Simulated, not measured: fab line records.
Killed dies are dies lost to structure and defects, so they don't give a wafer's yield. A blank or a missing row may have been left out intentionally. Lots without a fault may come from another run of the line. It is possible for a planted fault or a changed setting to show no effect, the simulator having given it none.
A struck lot beside a sound one -- flow sky130 -- 15 steps out of a route of 708
Sound: the wafers L143.3, L143.4, L143.5. Struck: wafer L152.3 (left out: L152.5, L152.6 of the same lot, which were not struck); the cause appears at the end.
Per side, at each step with rows, come the tool, then ch with its chambers, and then its first start. Under that, the readings that differ: sound wafers -- struck wafers -- difference of the means -- sigmas: that difference in standard deviations of wafers without a fault.
alike: words and numbers the same on both sides, and readings whose means are apart by under 2 such deviations; not compared: readings that were withheld, readings missing a value for some wafer, numbers with overlapping values and no deviation given by the record, and bounds like >300 which may hide the same value.
A row with sigmas, a row that says differs or no value, or rows on one side alone: a step with any of these is where the two part. When numbers do not overlap yet have no deviation, they are printed without sigmas and do not part them. A reading missing from all wafers of one side parts the sides only when that side holds two or more wafers.

first, 8 steps without rows for these wafers: SKY_FIELD_ISO_DEHYDRATE_05 (time 60 s); SKY_FIELD_ISO_HMDS_06 (prime time 60 s); SKY_FIELD_ISO_COAT_07 (resist thk 60 nm); SKY_FIELD_ISO_COAT_08 (resist thk 450 nm); SKY_FIELD_ISO_SOFTBAKE_09 (time 90 s); SKY_FIELD_ISO_EXPOSE_10 (exposes mask FOM, target cd 150 nm); SKY_FIELD_ISO_PEB_11; SKY_FIELD_ISO_DEVELOP_12 (develop time 60 s).
SKY_FIELD_ISO_CD_MEAS_13: the cd target is 150 nm.
  sound: cd sem-02 at day 2 10:07; struck: cd sem-01 at day 4 09:43
  alike: cd nm
SKY_FIELD_ISO_ETCH_14: etches BARC in N2/H2, stops on SiO2, time 45.9 s, target depth 60 nm.
  sound on rie diel-04 ch 1,3, day 2 10:11; struck on rie diel-02 ch 1, day 4 09:48
reading,sound,struck,difference,sigmas
drypump motor current A (A),6.2 6.3 6.3,4.9,-1.4,-3
  alike: oes product au, run length s, throttle valve pct
  not compared: rf hours counter h
SKY_FIELD_ISO_ETCH_15: etches the open film in CHF3/O2, stops on Si, target depth 180 nm, time 72 s.
  sound on rie diel-04 ch 1,3, day 2 10:14; struck on rie diel-02 ch 1, day 4 09:50
reading,sound,struck,difference,sigmas
drypump motor current A (A),6.2 6.3 6.3,4.9,-1.4,-3
oes product au (a.u.),0.952 0.947 0.953,0.936,-0.015,-2
  alike: run length s, throttle valve pct
  not compared: rf hours counter h
SKY_FIELD_ISO_STRIP_16: strips in O2/N2.
  sound on plasma asher-02 ch 0,1, day 2 10:19; struck on plasma asher-01 ch 1, day 4 09:56
  alike: drypump motor current A, oes product au, strip time to endpoint s
  not compared: rf hours counter h
SKY_FIELD_ISO_ETCH_17: etches Si in HBr/Cl2/O2, target depth 342 nm, time 97.7 s.
  sound on rie si-01 ch 0,2, day 2 10:23; struck on rie si-01 ch 1, day 4 10:00
reading,sound,struck,difference,sigmas
run length s (s),126.3 125.9 127.0,117.8,-8.6,-22
throttle valve pct (%),25.669 25.663 25.647,25.640,-0.020,-2
model.FIELD_ISO.feature depth nm (nm),342.1 343.7 343.9,320,-23,
model.etch.depth nm (nm),342.1 343.7 343.9,320,-23,
  alike: drypump motor current A, oes product au
  not compared: rf hours counter h
then, 1 step without rows for these wafers: SKY_FIELD_ISO_WET_ETCH_18 (etches Si3N4 in H3PO4, target depth 25 nm, time 286 s).
-- the record jumps here: 45 days lie between the struck wafers' starts before and after (it left off in module FIELD_ISO and takes up again in module PAD_OPEN, whose first step shown is number 708 of the route) --
SKY_PAD_OPEN_PROBE_99:
  sound: prober-01 at day 46 22:58; struck: prober-02 at day 49 02:58
reading,sound,struck,difference,sigmas
model.etest.res_p_drift_20v.line ohm um,1.196e+04 1.208e+04 1.223e+04,1.014e+04,-1.950e+03,
model.etest.res_p_drift_20v.rs ohm sq,1.006e+04 9966 1.009e+04,8296,-1743,
model.etest.pfet_16v.r on ohm um,1.546e+04 1.548e+04 1.558e+04,1.406e+04,-1.447e+03,
model.etest.res iso pwell.rs ohm sq,3261 3228 3267,2597,-655,
model.etest.res iso pwell.line ohm um,1224 1226 1258,976.2,-259.8,
model.etest.res nwell.rs ohm sq,911.1 910.3 913.8,839.7,-72.0,
model.etest.pfet_16v.drive ua um,241.8 240.8 242.6,260,+18,
model.etest.cap poly to well.c af um2,91.23 89.47 89.05,96.93,+7.01,
  alike: killed_at_M0_to_M3, killed_at_M4_up, killed at contacts, killed at front end, killed at other, killed dies, killed open, killed short

## WHERE THEY PART
First at SKY_FIELD_ISO_ETCH_14; last, within this record, at SKY_FIELD_ISO_ETCH_17. Later steps at which nothing parts them and some readings are alike: SKY_PAD_OPEN_PROBE_99.

WHY: the cause the simulator had injected
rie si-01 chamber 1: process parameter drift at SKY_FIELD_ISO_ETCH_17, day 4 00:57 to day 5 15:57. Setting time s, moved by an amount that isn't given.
